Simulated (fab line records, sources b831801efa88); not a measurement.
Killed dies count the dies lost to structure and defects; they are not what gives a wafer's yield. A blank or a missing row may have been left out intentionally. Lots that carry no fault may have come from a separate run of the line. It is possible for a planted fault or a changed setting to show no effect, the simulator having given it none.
fab line records -- flow sky130
[record] lots = 5, wafers = 13, last-day = 50
route steps=708 shown LI_CONTACT@376 LOCAL_INTERCONNECT@387 PAD_OPEN@708
lots that met no fault: taken from a fault-free run of the same line
start-h: hours from the record's first day to the start of the lot's first wafer shown -- wait-h: how many hours have passed since the lot's step before this one -- " identical to the entry in the row above -- L1.1+2: a row that stands for several wafers -- - either no value or no given start -- * or withheld: withheld -- < > ~ a bound
route shown NAME@n: NAME is a module with steps in the file, n the number in the route of the first one -- usual: mean/standard deviation of fault-free wafers -- same: alike in all rows -- chamber/n: place in a boat -- sites: each site's reading -- _std_site: the values' standard deviation -- _edge_site: mean of outer sites minus mean of inner sites -- radius-mm: how far each site lies from the wafer's centre -- mask NAME#n: copy n -- behind: the most recent tool/chamber to have shaped the wafer -- hold: cause of the lot's hold/its duration in hours/its outcome -- device: whichever transistor did not switch (one of n, p or np) -- end of line: tests of these same wafers at the route's end -- step lacking rows: just its recipe -- killed: dies that structure and defects cost at the first sort, which is not the same as the wafer's yield -- map: dies across one wafer; x = killed, . = not, _ = none there
set.NAME: the setting that was run; set.NAME@STEP: the one run at that earlier step -- model.NAME: the simulator's own value behind a step, which no gauge read
lots seen at some steps along the route; tables by step, rows by wafer
services: a tool's chamber out of use, with start hour (start-h, from the record's first day; less than 0 if before it), hours out, and reason
[[steps]]
[step SKY_LI_CONTACT_ETCH_14]
[recipe] chemistry = N2/H2, target = BARC, ion-energy-ev = 200, source-w = 500, bias-w = 100, pressure-mtorr = 30, n2-flow-sccm = 100, h2-flow-sccm = 200, stop-on = SiO2, time-s = 45.9, target-depth-a = 600
[step SKY_LI_CONTACT_ETCH_15]
[recipe] target = PSG, chemistry = C4F8/O2/Ar, stop-on = Si, taper-deg = 4.15, mask-material = KrF-thick, source-w = 1500, bias-w = 1200, pressure-mtorr = 40, c4f8-flow-sccm = withheld, O2_flow_sccm = 6, Ar_flow_sccm = 300, time-s = withheld, target-depth-a = 6000
[step SKY_LI_CONTACT_STRIP_16]
[recipe] chemistry = O2/N2, power-w = 1400, pressure-mtorr = 1500, platen-temp-c = withheld, o2-flow-sccm = 3000, n2-flow-sccm = 300, overash-fraction = 0.5
[step SKY_LI_CONTACT_CLEAN_17]
[recipe] chemistry = NMP, time-s = 600, temp-c = 60, dry = n2-spin
[step SKY_LI_CONTACT_PRE_CLEAN_18]
[recipe] gas = Ar, time-s = 5.6, bias-v = 358
[step SKY_LI_CONTACT_SPUTTER_19]
[recipe] material = Ti, target-thk-nm = 20, chamber-pressure-pa = 5, power-w = 2500, substrate-temp-c = 200, time-s = 106.37
[step SKY_LI_CONTACT_SPUTTER_20]
[recipe] material = TiN, target-thk-nm = 20, chamber-pressure-pa = 5, power-w = 4000, time-s = 80
[step SKY_LI_CONTACT_CVD_21]
[recipe] material = W, target-thk-nm = 400, time-s = 120.56, temp-c = 400, pressure-torr = 40
[step SKY_LI_CONTACT_CMP_24]
[recipe] stop-on = PSG, t-overpolish-s = 20, down-force-psi = 3.5, platen-rpm = 60, target-thk-nm = 0, pad-velocity-m-s = 0.94248
[step SKY_LOCAL_INTERCONNECT_SPUTTER_00]
[recipe] material = TiN, target-thk-nm = 100, temp-c = 300, power-w = 6500, time-s = 83.3, chamber-pressure-pa = 0.4
[usual] throttle-valve-pct = 29.6/0.93
lot.wafer,tool,chamber,start-h,wait-h,throttle-valve-pct,model.TiN_of_LOCAL_INTERCONNECT_SPUTTER_00.thk-nm
L851.2,pvd-sputter-02,-,666.58,0.2,30.1,100.1
L851.3,pvd-sputter-02,-,666.58,0.2,30.2,100.1
L851.6,pvd-sputter-02,-,666.58,0.2,29.0,100.4
L870.3,pvd-sputter-02,-,845.84,0.2,29.3,100.2
L870.6,pvd-sputter-02,-,845.84,0.2,28.6,145.1
L872.1,pvd-sputter-02,-,849.73,0.1,28.9,143.8
L872.3,pvd-sputter-02,-,849.73,0.1,30.1,99.93
L873.1,pvd-sputter-02,-,855.93,0.2,28.7,144.9
L873.4,pvd-sputter-02,-,855.93,0.2,28.9,99.74
L873.5,pvd-sputter-02,-,855.93,0.2,29.1,99.68
L874.1,pvd-sputter-03,-,863.70,0.1,31.8,99.24
L874.3,pvd-sputter-03,-,863.70,0.1,28.5,100.4
L874.6,pvd-sputter-03,-,863.70,0.1,31.8,100
[step SKY_LOCAL_INTERCONNECT_RS_MEAS_01]
[recipe] thk-meas-gauge = four-point-probe, reads = TiN_of_LOCAL_INTERCONNECT_SPUTTER_00
[usual] LOCAL_INTERCONNECT_TIN_RS = 14.14/0.14
lot.wafer,tool,chamber,start-h,wait-h,hold,LOCAL_INTERCONNECT_TIN_RS[ohm/sq]
L851.2,film-metro-01,-,666.66,0.1,-,14.12
L851.3,film-metro-01,-,666.66,0.1,-,14.14
L851.6,film-metro-01,-,666.66,0.1,-,14.09
L870.3,film-metro-01,-,845.95,0.1,await-dispo/0.2h/release,14.13
L870.6,film-metro-01,-,845.95,0.1,await-dispo/0.2h/release,9.59
L870.3,film-metro-01,-,846.23,0.3,-,14.14
L870.6,film-metro-01,-,846.23,0.3,-,9.59
L872.1,film-metro-03,-,849.79,0.0,await-dispo/0.2h/release,9.71
L872.3,film-metro-03,-,849.79,0.0,await-dispo/0.2h/release,14.16
L872.1,film-metro-03,-,850.08,0.3,-,9.71
L872.3,film-metro-03,-,850.08,0.3,-,14.16
L873.1,film-metro-01,-,855.99,0.0,await-dispo/0.2h/release,9.61
L873.4,film-metro-01,-,855.99,0.0,await-dispo/0.2h/release,14.17
L873.5,film-metro-01,-,855.99,0.0,await-dispo/0.2h/release,14.18
L873.1,film-metro-01,-,856.28,0.3,-,9.61
L873.4,film-metro-01,-,856.28,0.3,-,14.18
L873.5,film-metro-01,-,856.28,0.3,-,14.16
L874.1,film-metro-03,-,863.76,0.0,-,14.26
L874.3,film-metro-03,-,863.76,0.0,-,14.04
L874.6,film-metro-03,-,863.76,0.0,-,14.15
[step SKY_LOCAL_INTERCONNECT_THK_MEAS_02]
[recipe] thk-meas-gauge = xrf, reads = TiN_of_LOCAL_INTERCONNECT_SPUTTER_00
[usual] LOCAL_INTERCONNECT_TIN_THK = 99.8/0.98
lot.wafer,tool,chamber,start-h,wait-h,hold,LOCAL_INTERCONNECT_TIN_THK[nm]
L851.2,film-metro-01,-,666.77,0.1,-,99.7
L851.3,film-metro-01,-,666.77,0.1,-,99.6
L851.6,film-metro-01,-,666.77,0.1,-,100.1
L870.3,film-metro-01,-,851.38,5.1,await-dispo/0.2h/release,99.0
L870.6,film-metro-01,-,851.38,5.1,await-dispo/0.2h/release,143.4
L870.3,film-metro-01,-,851.61,0.2,-,99.3
L870.6,film-metro-01,-,851.61,0.2,-,143.0
L872.1,film-metro-03,-,852.14,2.0,await-dispo/0.2h/release,144.0
L872.3,film-metro-03,-,852.14,2.0,await-dispo/0.2h/release,99.6
L872.1,film-metro-03,-,852.37,0.2,-,143.6
L872.3,film-metro-03,-,852.37,0.2,-,99.5
L873.1,film-metro-01,-,860.89,4.6,await-dispo/0.2h/release,144.0
L873.4,film-metro-01,-,860.89,4.6,await-dispo/0.2h/release,98.6
L873.5,film-metro-01,-,860.89,4.6,await-dispo/0.2h/release,98.2
L873.1,film-metro-01,-,861.12,0.2,-,143.5
L873.4,film-metro-01,-,861.12,0.2,-,98.6
L873.5,film-metro-01,-,861.12,0.2,-,98.4
L874.1,film-metro-03,-,863.88,0.1,-,98.8
L874.3,film-metro-03,-,863.88,0.1,-,100.3
L874.6,film-metro-03,-,863.88,0.1,-,99.9
[step SKY_LOCAL_INTERCONNECT_HMDS_04]
[recipe] prime-time-s = 60, prime-temp-c = 120
[step SKY_LOCAL_INTERCONNECT_COAT_05]
[recipe] resist = BARC, temp-c = withheld, time-s = withheld, spin-rpm = 3000, resist-thk-nm = 60
[step SKY_LOCAL_INTERCONNECT_COAT_06]
[recipe] resist = KrF-thick, spin-rpm = 3000, resist-thk-nm = 450
[step SKY_LOCAL_INTERCONNECT_SOFTBAKE_07]
[recipe] temp-c = 100, time-s = 90, resist = KrF-thick
[step SKY_LOCAL_INTERCONNECT_EXPOSE_08]
[recipe] mask-id = LI1M, na = 0.8, source-shape = annular, sigma-inner = 0.55, sigma-outer = 0.85, target-cd-nm = 170, dose-mj = 28
[step SKY_LOCAL_INTERCONNECT_PEB_09]
[recipe] peb-temp-c = withheld, peb-time-s = withheld, resist = KrF-thick
[step SKY_LOCAL_INTERCONNECT_DEVELOP_10]
[recipe] develop-time-s = 60, resist = KrF-thick, dev-temp-c = 21
[step SKY_LOCAL_INTERCONNECT_ETCH_13]
[recipe] chemistry = N2/H2, target = BARC, ion-energy-ev = 200, bias-w = 100, pressure-mtorr = 30, n2-flow-sccm = 100, h2-flow-sccm = 200, icp-w = 500, stop-on = SiO2, time-s = 45.9, target-depth-a = 600
[step SKY_LOCAL_INTERCONNECT_METAL_ETCH_14]
[recipe] target-depth-nm = 110, stop-on = PSG, chemistry = Cl2/BCl3, target = TiN, resist-sidewall-deg = 88, pressure-mtorr = 10, icp-w = 900, bias-w = 48.5, Cl2_flow_sccm = 60, bcl3-flow-sccm = 30, time-s = 31.4
[usual] chamber-pressure-mTorr = 10.000/0.0088, drypump-motor-current-A = 6.18/0.17, oes-product-au = 0.942/0.0066, throttle-valve-pct = 21.899/0.0093
lot.wafer,tool,chamber,start-h,wait-h,chamber-pressure-mTorr,drypump-motor-current-A,oes-product-au,rf-hours-counter-h,throttle-valve-pct
L851.2,rie-metal-04,1,694.74,0.0,9.985,6.33,0.941,12,21.923
L851.3,rie-metal-04,0,694.74,0.0,9.998,6.09,0.937,-,21.917
L851.6,rie-metal-04,0,694.74,0.0,10.008,6.09,0.942,-,21.910
L870.3,rie-metal-04,0,872.51,0.0,9.989,6.10,0.940,-,21.876
L870.6,rie-metal-04,1,872.51,0.0,9.996,6.34,0.985,-,21.867
L872.1,rie-metal-04,0,876.99,0.0,10.008,6.10,1.001,17,21.871
L872.3,rie-metal-04,0,876.99,0.0,10.000,6.11,0.946,-,21.891
L873.1,rie-metal-02,1,881.98,0.0,9.990,6.32,1.010,10,21.864
L873.4,rie-metal-02,1,881.98,0.0,9.994,6.33,0.943,-,21.891
L873.5,rie-metal-02,0,881.98,0.0,9.994,5.88,0.937,-,21.900
L874.1,rie-metal-01,0,889.44,0.1,10.003,6.30,0.938,12,21.910
L874.3,rie-metal-01,0,889.44,0.1,10.014,6.30,0.942,-,21.901
L874.6,rie-metal-01,0,889.44,0.1,10.005,6.28,0.943,-,21.918
[step SKY_LOCAL_INTERCONNECT_STRIP_15]
[recipe] chemistry = O2/N2, power-w = 1400, pressure-mtorr = 1500, platen-temp-c = withheld, o2-flow-sccm = 3000, n2-flow-sccm = 300, overash-fraction = 0.5
[step SKY_LOCAL_INTERCONNECT_STRIP_16]
[recipe] chemistry = post-etch-residue-remover, time-s = 1200, temp-c = 72.5
lot.wafer,tool,chamber,start-h,wait-h,model.TiN_of_LOCAL_INTERCONNECT_SPUTTER_00.thk-nm
L851.2,wet-bench-03,1,694.89,0.1,99.65
L851.3,wet-bench-03,1,694.89,0.1,99.64
L851.6,wet-bench-03,1,694.89,0.1,100
L870.3,wet-bench-04,0,872.64,0.0,99.74
L870.6,wet-bench-04,0,872.64,0.0,144.7
L872.1,wet-bench-01,2,877.38,0.3,143.3
L872.3,wet-bench-01,2,877.38,0.3,99.5
L873.1,wet-bench-01,3,882.13,0.1,144.5
L873.4,wet-bench-01,3,882.13,0.1,99.31
L873.5,wet-bench-01,3,882.13,0.1,99.25
L874.1,wet-bench-01,1,889.64,0.1,98.82
L874.3,wet-bench-01,1,889.64,0.1,99.97
L874.6,wet-bench-01,1,889.64,0.1,99.58
[step SKY_LOCAL_INTERCONNECT_CLEAN_17]
[recipe] chemistry = IPA, time-s = 180, temp-c = 25
[step SKY_PAD_OPEN_PROBE_99]
[usual] killed_at_M0_to_M3 = 45/6.8, killed_at_M4_up = 3.2/1.6, killed-at-contacts = 24/5.1, killed-at-front-end = 14/4.4, killed-at-other = 0.4/0.65, killed-dies = 87/8.8, killed-on-rim = 17/3.6, killed-open = 47/7.2, killed-short = 39/6.1
[same] gross-dies = 492, killed-at-back-side = 0
lot.wafer,tool,chamber,start-h,wait-h,hold,killed_at_M0_to_M3,killed_at_M4_up,killed-at-contacts,killed-at-front-end,killed-at-other,killed-dies,killed-on-rim,killed-open,killed-short
L851.2,prober-01,-,1063.84,0.1,-,43,1,23,13,0,80,18,47,33
L851.3,prober-01,-,1063.89,0.2,-,40,4,34,18,0,96,23,50,46
L851.6,prober-01,-,1064.04,0.2,-,43,3,18,14,0,78,11,47,31
L870.3,prober-01,-,1193.57,0.2,-,41,3,20,13,0,77,14,39,38
L870.6,prober-01,-,1193.72,0.2,-,44,2,429,17,0,492,96,44,47
L872.1,prober-01,-,1197.09,0.1,await-dispo/4.3h/release,51,4,428,9,0,492,96,39,48
L872.3,prober-01,-,1197.19,0.2,await-dispo/4.3h/release,53,4,19,10,0,86,17,46,40
L873.1,prober-02,-,1201.32,0.1,await-dispo/1.8h/release,43,2,426,18,3,492,96,54,33
L873.4,prober-02,-,1201.47,0.2,await-dispo/1.8h/release,42,3,21,11,0,77,10,45,32
L873.5,prober-02,-,1201.52,0.2,await-dispo/1.8h/release,34,5,19,15,0,73,12,42,31
L874.1,prober-01,-,1202.93,0.1,-,54,4,17,19,0,94,19,46,48
L874.3,prober-01,-,1203.03,0.2,-,47,2,18,13,1,81,17,45,36
L874.6,prober-01,-,1203.18,0.2,-,53,2,29,14,1,99,18,59,39
// killed by level:class
L851.2 VIA1:geometric-particle:open=11 CONTACT:geometric-particle:open=9 VIA1:geometric-particle:short=9 VIA3:geometric-particle:open=8 LI_CONTACT:geometric-particle:open=6 METAL1:geometric-particle:short=6 VIA2:geometric-particle:open=5 POLY_GATE:geometric-particle:open=4
L851.3 VIA1:geometric-particle:open=12 LI_CONTACT:geometric-particle:open=11 CONTACT:geometric-particle:open=10 CONTACT:geometric-particle:short=8 POLY_GATE:geometric-particle:open=6 POLY_GATE:geometric-particle:short=6 VIA1:geometric-particle:short=5 VIA3:geometric-particle:short=5
L851.6 VIA1:geometric-particle:open=8 LI_CONTACT:geometric-particle:open=7 VIA3:geometric-particle:open=7 CONTACT:geometric-particle:open=6 VIA1:geometric-particle:short=5 METAL1:geometric-particle:short=5 VIA2:geometric-particle:open=5 POLY_GATE:geometric-particle:open=4
L870.3 LI_CONTACT:geometric-particle:open=7 CONTACT:geometric-particle:open=7 VIA1:geometric-particle:open=7 VIA1:geometric-particle:short=6 VIA3:geometric-particle:short=6 FIELD_ISO:geometric-particle:open=5 VIA2:geometric-particle:open=5 METAL1:geometric-particle:short=5
L870.6 LOCAL_INTERCONNECT:area-etch=401 VIA1:geometric-particle:open=12 CONTACT:geometric-particle:open=10 METAL1:geometric-particle:short=8 LOCAL_INTERCONNECT:geometric-particle:short=7 POLY_GATE:geometric-particle:short=6 VIA3:geometric-particle:open=6 FIELD_ISO:geometric-particle:short=5
L872.1 LOCAL_INTERCONNECT:area-etch=405 VIA1:geometric-particle:open=12 CONTACT:geometric-particle:open=11 METAL1:geometric-particle:short=10 VIA1:geometric-particle:short=7 METAL2:geometric-particle:short=5 FIELD_ISO:geometric-particle:short=4 LI_CONTACT:geometric-particle:open=4
L872.3 VIA1:geometric-particle:open=13 VIA1:geometric-particle:short=8 METAL2:geometric-particle:short=8 METAL1:geometric-particle:short=7 VIA3:geometric-particle:open=7 LI_CONTACT:geometric-particle:open=6 CONTACT:geometric-particle:open=6 POLY_GATE:geometric-particle:open=4
L873.1 LOCAL_INTERCONNECT:area-etch=405 CONTACT:geometric-particle:open=14 VIA2:geometric-particle:open=11 VIA1:geometric-particle:open=9 POLY_GATE:geometric-particle:short=7 VIA1:geometric-particle:short=6 VIA3:geometric-particle:open=5 FIELD_ISO:geometric-particle:open=4
L873.4 VIA1:geometric-particle:open=11 LI_CONTACT:geometric-particle:open=8 VIA2:geometric-particle:open=8 CONTACT:geometric-particle:open=6 CONTACT:geometric-particle:short=4 VIA1:geometric-particle:short=4 VIA2:geometric-particle:short=4 POLY_GATE:geometric-particle:short=3
L873.5 VIA2:geometric-particle:open=9 CONTACT:geometric-particle:open=7 LI_CONTACT:geometric-particle:open=6 POLY_GATE:geometric-particle:open=5 VIA1:geometric-particle:open=5 VIA3:geometric-particle:open=5 METAL4:geometric-particle:short=5 METAL1:geometric-particle:short=4
L874.1 VIA1:geometric-particle:open=13 METAL2:geometric-particle:short=9 METAL1:geometric-particle:short=7 CONTACT:geometric-particle:open=6 VIA2:geometric-particle:open=5 VIA3:geometric-particle:open=5 METAL4:geometric-particle:short=4 VIA3:geometric-particle:short=4
L874.3 VIA2:geometric-particle:open=11 VIA1:geometric-particle:open=10 CONTACT:geometric-particle:open=9 VIA1:geometric-particle:short=8 LI_CONTACT:geometric-particle:open=5 METAL2:geometric-particle:short=4 VIA2:geometric-particle:short=4 FIELD_ISO:geometric-particle:short=3
L874.6 VIA3:geometric-particle:open=15 CONTACT:geometric-particle:open=12 VIA1:geometric-particle:open=9 VIA2:geometric-particle:open=7 CONTACT:geometric-particle:short=5 FIELD_ISO:geometric-particle:open=4 LI_CONTACT:geometric-particle:open=4 METAL1:geometric-particle:short=4
// map L870.6 (x killed, . not)
__________xxxxxxxxxx_________
________xxxxxxxxxxxxxx_______
______xxxxxxxxxxxxxxxxxx_____
_____xxxxxxxxxxxxxxxxxxxx____
____xxxxxxxxxxxxxxxxxxxxxx___
___xxxxxxxxxxxxxxxxxxxxxxxx__
__xxxxxxxxxxxxxxxxxxxxxxxxxx_
_xxxxxxxxxxxxxxxxxxxxxxxxxxxx
_xxxxxxxxxxxxxxxxxxxxxxxxxxxx
_xxxxxxxxxxxxxxxxxxxxxxxxxxxx
_xxxxxxxxxxxxxxxxxxxxxxxxxxxx
_xxxxxxxxxxxxxxxxxxxxxxxxxxxx
_xxxxxxxxxxxxxxxxxxxxxxxxxxxx
_xxxxxxxxxxxxxxxxxxxxxxxxxxxx
_xxxxxxxxxxxxxxxxxxxxxxxxxxxx
__xxxxxxxxxxxxxxxxxxxxxxxxxx_
___xxxxxxxxxxxxxxxxxxxxxxxx__
____xxxxxxxxxxxxxxxxxxxxxx___
_____xxxxxxxxxxxxxxxxxxxx____
______xxxxxxxxxxxxxxxxxx_____
________xxxxxxxxxxxxxx_______
__________xxxxxxxxxx_________
// map L872.1 (x killed, . not)
__________xxxxxxxxxx_________
________xxxxxxxxxxxxxx_______
______xxxxxxxxxxxxxxxxxx_____
_____xxxxxxxxxxxxxxxxxxxx____
____xxxxxxxxxxxxxxxxxxxxxx___
___xxxxxxxxxxxxxxxxxxxxxxxx__
__xxxxxxxxxxxxxxxxxxxxxxxxxx_
_xxxxxxxxxxxxxxxxxxxxxxxxxxxx
_xxxxxxxxxxxxxxxxxxxxxxxxxxxx
_xxxxxxxxxxxxxxxxxxxxxxxxxxxx
_xxxxxxxxxxxxxxxxxxxxxxxxxxxx
_xxxxxxxxxxxxxxxxxxxxxxxxxxxx
_xxxxxxxxxxxxxxxxxxxxxxxxxxxx
_xxxxxxxxxxxxxxxxxxxxxxxxxxxx
_xxxxxxxxxxxxxxxxxxxxxxxxxxxx
__xxxxxxxxxxxxxxxxxxxxxxxxxx_
___xxxxxxxxxxxxxxxxxxxxxxxx__
____xxxxxxxxxxxxxxxxxxxxxx___
_____xxxxxxxxxxxxxxxxxxxx____
______xxxxxxxxxxxxxxxxxx_____
________xxxxxxxxxxxxxx_______
__________xxxxxxxxxx_________
[[services]]
tool,chamber,start-h,hours,kind
rie-metal-04,-,649.96,14.6,pm
rie-metal-02,-,700.93,0.1,repair
pvd-sputter-02,-,743.48,5.8,repair
rie-metal-04,-,762.89,2.8,pm
rie-metal-01,0,769.01,2.5,repair
rie-metal-01,-,797.92,2.1,repair
pvd-sputter-02,-,806.54,1.6,repair
rie-metal-04,1,807.09,-,clean
rie-metal-04,1,807.09,22.8,scheduled-down
rie-metal-04,1,807.09,22.8,vent-cycle
wet-bench-03,-,818.57,2.8,repair
rie-metal-01,-,864.28,18.1,repair
rie-metal-01,1,873.02,81.6,repair
rie-metal-04,0,880.09,-,clean
rie-metal-04,0,880.09,15.5,scheduled-down
rie-metal-04,0,880.09,15.5,vent-cycle
[[key]]
[first-sign] step = SKY_LOCAL_INTERCONNECT_RS_MEAS_01, reading = visit, direction = added
[effect] step = SKY_LOCAL_INTERCONNECT_RS_MEAS_01, reading = LOCAL_INTERCONNECT_TIN_RS, direction = down, sigmas = 33, usual = 14.14, struck = 9.63
[effect] step = SKY_LOCAL_INTERCONNECT_THK_MEAS_02, reading = visit, direction = added
[effect] step = SKY_LOCAL_INTERCONNECT_THK_MEAS_02, reading = LOCAL_INTERCONNECT_TIN_THK, direction = up, sigmas = 45, usual = 99.8, struck = 143.8
[effect] step = SKY_LOCAL_INTERCONNECT_METAL_ETCH_14, reading = oes-product-au, direction = up, sigmas = 8.6, usual = 0.942, struck = 0.999
[effect] step = SKY_PAD_OPEN_PROBE_99, reading = killed-at-contacts, direction = up, sigmas = 79, usual = 24, struck = 428
[model-effect] step = SKY_LOCAL_INTERCONNECT_SPUTTER_00, value = TiN_of_LOCAL_INTERCONNECT_SPUTTER_00.thk-nm, without = 99.92, struck = 144.6
[model-effect] step = SKY_LOCAL_INTERCONNECT_STRIP_16, value = TiN_of_LOCAL_INTERCONNECT_SPUTTER_00.thk-nm, without = 99.5, struck = 144.2
[more-kills-born-at] SKY_LOCAL_INTERCONNECT_METAL_ETCH_14@rie-metal-04 = 806, SKY_LOCAL_INTERCONNECT_METAL_ETCH_14@rie-metal-02 = 405
met-at SKY_LOCAL_INTERCONNECT_SPUTTER_00
struck-wafers L870.6,L872.1,L873.1
later-rows-left-out L870.6,L872.1,L873.1
tester-left-out L870,L872,L873
onset-between 666.58 845.84
[fault] kind = process-parameter-drift, tool = pvd-sputter-02, chamber = -, onset-h = 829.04, steps = SKY_LOCAL_INTERCONNECT_SPUTTER_00, channel = target-thk-nm, offset = 44.692, shape = step, end-h = 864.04, scope = struck-wafers-only, acts-in = these-recipes-only, stated = 100
// tester-left-out: of these lots the tester's yield and bins aren't shown, on N5 and GAA mostly nor the transistor test; their killed dies are dies lost to structure and defects alone, not to doping, threshold or leakage, so they don't give the yield
// later-rows-left-out: the simulator's readings of these wafers behind a module that went badly wrong aren't trusted and aren't shown, but for the sort
